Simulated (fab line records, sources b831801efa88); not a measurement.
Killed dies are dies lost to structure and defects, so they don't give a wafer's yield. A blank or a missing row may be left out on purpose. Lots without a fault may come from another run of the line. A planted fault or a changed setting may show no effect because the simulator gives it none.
Which tool did it? | flow sfq_line | 14 lots, 42 wafers sampled, at 3 steps of a route of 325

WHAT THE GAUGES READ, wafer by wafer
SFQ_I2_BOW_MEAS_917.
lot  | measured     | on            | I2_BOW (um)
L100 | day 18 05:26 | film_metro-02 | -1 11 7
L101 | day 18 08:26 | film_metro-02 | 17 18 14
L102 | day 18 17:27 | film_metro-01 | 7 9 17
L103 | day 19 10:37 | film_metro-01 | 1 0 -3
L104 | day 19 21:17 | film_metro-03 | 3 -4 -2
L106 | day 20 15:13 | film_metro-03 | 7 4 3
L107 | day 20 23:53 | film_metro-03 | 21 17 21
L108 | day 21 06:16 | film_metro-02 | 15 12 8
L113 | day 22 19:01 | film_metro-01 | 6 -4 -4
L115 | day 23 19:02 | film_metro-01 | 10 -12 9
L116 | day 23 19:58 | film_metro-02 | 7 14 3
L117 | day 24 11:00 | film_metro-01 | 17 13 11
L121 | day 26 04:05 | film_metro-01 | 4 1 -5
L123 | day 26 19:05 | film_metro-03 | 21 7 7

SFQ_M4_OVL_MEAS_926.
lot  | measured     | on         | M4_OVL (nm)
L100 | day 34 22:10 | overlay-02 | 1 -4 -6
L101 | day 35 05:22 | overlay-02 | 9 9 7
L102 | day 35 15:44 | overlay-02 | 10 6 13
L103 | day 36 05:32 | overlay-01 | 5 3 -2
L104 | day 36 16:40 | overlay-01 | 6 -6 4
L106 | day 37 04:38 | overlay-01 | -10 -10 -6
L107 | day 37 07:02 | overlay-01 | 7 4 3
L108 | day 37 15:27 | overlay-01 | 7 12 10
L113 | day 38 15:26 | overlay-01 | -4 0 -4
L115 | day 39 05:50 | overlay-02 | 0 -8 -5
L116 | day 39 11:38 | overlay-01 | -3 4 -1
L117 | day 39 17:39 | overlay-01 | 0 3 -4
L121 | day 40 18:56 | overlay-02 | 1 -3 0
L123 | day 41 05:17 | overlay-01 | -2 -7 -4

WHICH TOOL RAN EACH LOT (tool, then ch and the chambers of the sampled wafers, then the start)
lot  | SFQ_TRILAYER_M2_BARC_OPEN_METAL_ETCH_077
L100 | rie_metal-02 ch 0,1, day 17 22:52
L101 | rie_metal-02 ch 0,1, day 18 02:28
L102 | rie_metal-04 ch 1, day 18 09:35
L103 | rie_metal-04 ch 1, day 18 21:34
L104 | rie_metal-04 ch 0,1, day 19 11:59
L106 | rie_metal-02 ch 0,1, day 20 03:07
L107 | rie_metal-03 ch 0,1, day 20 15:07
L108 | rie_metal-03 ch 0,1, day 20 22:20
L113 | rie_metal-04 ch 1, day 22 02:39
L115 | rie_metal-04 ch 0,1, day 23 02:39
L116 | rie_metal-04 ch 0,1, day 23 05:03
L117 | rie_metal-03 ch 0, day 23 18:17
L121 | rie_metal-03 ch 0,1, day 25 05:03
L123 | rie_metal-04 ch 0,1, day 25 20:33
- SFQ_TRILAYER_M2_BARC_OPEN_METAL_ETCH_077: etches BARC in O2, target depth 125 nm, time 41.7 s.

WHAT THE TOOLS THEMSELVES READ (means of the sampled wafers that have a number; where no wafer has one, the mark that the record gives instead)
SFQ_TRILAYER_M2_BARC_OPEN_METAL_ETCH_077.
lot  | tool         | drypump_motor_current_A (A) | oes_product_au (a.u.) | run_length_s (s)
L100 | rie_metal-02 | 5.8                         | 0.684                 | 69.89
L101 | rie_metal-02 | 5.9                         | 0.684                 | 69.68
L102 | rie_metal-04 | 4.9                         | 0.686                 | 70.19
L103 | rie_metal-04 | 4.9                         | 0.682                 | 70.05
L104 | rie_metal-04 | 5.0                         | 0.683                 | 70.02
L106 | rie_metal-02 | 5.9                         | 0.682                 | 70.02
L107 | rie_metal-03 | 5.3                         | 0.683                 | 69.79
L108 | rie_metal-03 | 5.4                         | 0.690                 | 69.94
L113 | rie_metal-04 | 4.8                         | 0.683                 | 70.15
L115 | rie_metal-04 | 5.0                         | 0.688                 | 69.98
L116 | rie_metal-04 | 5.0                         | 0.683                 | 70.31
L117 | rie_metal-03 | 5.3                         | 0.690                 | 70.23
L121 | rie_metal-03 | 5.3                         | 0.684                 | 70.00
L123 | rie_metal-04 | 5.0                         | 0.687                 | 69.99

THE ANSWER, worked out from the rows above alone
Rule: what is usual is taken from the lots themselves. Put in order of their means at a reading, lots are off if they are a third of the lots or fewer, leave a main group of 4 or more, and stand apart from it by a gap of 3 or more times the standard deviation of the main group's means; of several such gaps the widest counts. A main group whose means are all the same, to the digits that the tables above print for the reading, isn't used. A lot without any number at a reading at which 4 lots or more have one is off too. The other lots that the step has rows for count as sound. The gauges are gone through in route order, then the tools' own readings, and for those a lot's mean is taken as printed above. The first step at which some lot is off is used, and at that step the reading that is off furthest; a lot without a number counts as furthest.
No lot is off at any reading shown: from this, nothing can be told.

WHAT THE SIMULATOR HAD PUT IN
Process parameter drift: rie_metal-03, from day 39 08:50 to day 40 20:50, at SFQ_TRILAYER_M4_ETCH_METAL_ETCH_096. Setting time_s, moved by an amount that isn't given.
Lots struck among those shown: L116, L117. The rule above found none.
